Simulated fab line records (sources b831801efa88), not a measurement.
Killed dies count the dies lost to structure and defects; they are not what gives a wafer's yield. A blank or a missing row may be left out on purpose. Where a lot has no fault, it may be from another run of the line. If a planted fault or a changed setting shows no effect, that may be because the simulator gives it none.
Comparing a struck lot with a sound one    flow sky130    15 out of 708 route steps
Sound: the wafers L820.3, L820.4, L820.6. The struck wafers were L834.3, L834.4, L834.5. The cause is given at the end.
Each step with rows lists, per side, the tool, then ch with its chambers, then its first start. Under that, the readings that differ: sound wafers    struck wafers    difference of the means    sigmas: that difference in standard deviations of wafers without a fault.
alike: a reading whose means differ by less than 2 such deviations, as well as words and numbers matching on both sides. not compared: withheld readings; readings where some wafer has no value; bounds like >300 that might hide an equal value; numbers whose values overlap and for which the record gives no deviation.
The two part at a step that has a row with sigmas, a row that says differs or no value, or rows on one side only. When numbers do not overlap yet have no deviation, they are printed without sigmas and do not part them. Lack of a reading on every wafer of one side parts them only where that side has two or more wafers.

first, 8 steps without rows for these wafers: SKY_METAL2_DEHYDRATE_07 (time 60 s); SKY_METAL2_HMDS_08 (prime time 60 s); SKY_METAL2_COAT_09 (resist thk 60 nm); SKY_METAL2_COAT_10 (resist thk 450 nm); SKY_METAL2_SOFTBAKE_11 (time 90 s); SKY_METAL2_EXPOSE_12 (exposes mask MM2, target cd 140 nm); SKY_METAL2_PEB_13; SKY_METAL2_DEVELOP_14 (develop time 61.34 s).
SKY_METAL2_CD_MEAS_15: the cd target is 140 nm.
  sound: cdSem-01 at day 36 09:58; struck: cdSem-01 at day 41 01:29
  alike: cdNm
SKY_METAL2_OVL_MEAS_16:
  sound: overlay-01 at day 36 10:03; struck: overlay-01 at day 41 01:35
  alike: METAL2_OVL
SKY_METAL2_DESCUM_17: chemistry O2, time 8 s.
  sound on rieMetal-02 ch 0,1, day 36 10:05; struck on rieMetal-02 ch 0,1, day 41 01:37
  alike: drypumpMotorCurrentA, heBacksideLeakSccm, oesProductAu
  not compared: rfHoursCounterH
SKY_METAL2_ETCH_18: etches BARC in N2/H2, stops on SiO2, time 45.9 s, target depth 60 nm.
  sound on rieMetal-02 ch 0,1, day 36 10:08; struck on rieMetal-02 ch 0,1, day 41 01:40
reading         sound           struck          difference  sigmas
runLengthS (s)  74.3 73.6 74.5  76.5 78.0 77.2  +3.1        +3
  alike: drypumpMotorCurrentA, heBacksideLeakSccm, oesProductAu, throttleValvePct
  not compared: rfHoursCounterH
SKY_METAL2_METAL_ETCH_19: etches the open film in Cl2/BCl3, stops on SiO2, target depth 360 nm, time 78 s.
  sound on rieMetal-02 ch 0,1, day 36 10:12; struck on rieMetal-02 ch 0,1, day 41 01:46
reading                                       sound              struck             difference  sigmas
oesProductAu (a.u.)                           0.856 0.849 0.853  0.988 0.985 0.990  +0.135      +24
runLengthS (s)                                106.7 106.0 107.0  97.5 98.5 97.7     -8.7        -7
model.KrF-thick_of_METAL2_COAT_10.thkNm (nm)  157.9 154.1 158    186.5 191.3 186    +31.3       
  alike: drypumpMotorCurrentA, heBacksideLeakSccm, throttleValvePct
  not compared: rfHoursCounterH, model.METAL2.cdNm
SKY_METAL2_STRIP_20: strips in O2/N2.
  sound on plasmaAsher-04 ch 0,1, day 36 10:17; struck on plasmaAsher-04 ch 0,1, day 41 01:53
reading                   sound              struck             difference  sigmas
oesProductAu (a.u.)       0.346 0.335 0.339  0.357 0.356 0.355  +0.016      +3
stripTimeToEndpointS (s)  2.67 2.65 2.69     2.99 3.06 3.00     +0.35       +11
  alike: drypumpMotorCurrentA
  not compared: rfHoursCounterH
then, 1 step without rows for these wafers: SKY_METAL2_STRIP_21 (strips in post etch residue remover, time 1200 s).

== WHERE THEY PART ==
First at SKY_METAL2_ETCH_18; last, within this record, at SKY_METAL2_STRIP_20.

WHY: the cause the simulator had injected
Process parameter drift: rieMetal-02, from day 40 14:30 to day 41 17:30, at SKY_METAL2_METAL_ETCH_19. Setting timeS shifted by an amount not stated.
